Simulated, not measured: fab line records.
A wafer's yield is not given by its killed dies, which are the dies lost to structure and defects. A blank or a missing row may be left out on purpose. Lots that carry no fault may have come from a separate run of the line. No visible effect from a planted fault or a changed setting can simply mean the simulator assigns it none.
Which tool did it?	flow sky130	30 wafers from 10 lots sampled at 2 of the route's 708 steps

WHAT EACH GAUGE READ, for each wafer
SKY_VIA3_RS_MEAS_22: measures by four-point-probe.
lot	measured	on	VIA3_W_RS (ohm/sq)
L873	day 39 09:07	film_metro-02	0.294 0.296 0.295
L876	day 42 02:20	film_metro-01	0.290 0.291 0.291
L877	day 42 06:08	film_metro-01	0.290 0.298 0.296
L880	day 42 15:20	film_metro-01	0.295 0.292 0.293
L879	day 42 18:33	film_metro-02	0.289 0.291 0.287
L882	day 42 20:02	film_metro-02	0.293 0.290 0.291
L883	day 42 21:02	film_metro-02	0.300 0.299 0.298
L888	day 44 16:14	film_metro-03	0.288 0.289 0.291
L886	day 44 16:40	film_metro-02	0.296 0.290 0.292
L895	day 46 02:32	film_metro-03	0.293 0.297 0.296

EACH LOT AND THE TOOL THAT RAN IT (in order: tool; ch and the chambers of the sampled wafers; start)
lot	SKY_VIA3_STRIP_16
L873	plasma_asher-02 ch 0,1, day 39 08:13
L876	plasma_asher-03 ch 0,1, day 42 01:34
L877	plasma_asher-02 ch 1, day 42 05:06
L880	plasma_asher-02 ch 0,1, day 42 14:03
L879	plasma_asher-03 ch 1, day 42 17:42
L882	plasma_asher-04 ch 0,1, day 42 19:12
L883	plasma_asher-02 ch 0,1, day 42 20:14
L888	plasma_asher-04 ch 0,1, day 44 15:12
L886	plasma_asher-02 ch 0,1, day 44 15:33
L895	plasma_asher-02 ch 0, day 46 01:45
- SKY_VIA3_STRIP_16: strips in O2/N2.

THE ANSWER, worked out from the rows above alone
Rule: the lots themselves supply what counts as usual. Put in order of their means at a reading, lots are off if they are a third of the lots or fewer, leave a main group of 4 or more, and stand apart from it by a gap of 3 or more times the standard deviation of the main group's means; of several such gaps the widest counts. A main group is skipped when, at the precision printed for the reading in the tables above, its means are all equal. Also off: a lot with no number at a reading for which 4 or more lots have one. Any other lot the step has rows for is counted as sound.
None of the lots is off at any reading shown; this tells nothing.

WHAT WAS PUT IN BY THE SIMULATOR
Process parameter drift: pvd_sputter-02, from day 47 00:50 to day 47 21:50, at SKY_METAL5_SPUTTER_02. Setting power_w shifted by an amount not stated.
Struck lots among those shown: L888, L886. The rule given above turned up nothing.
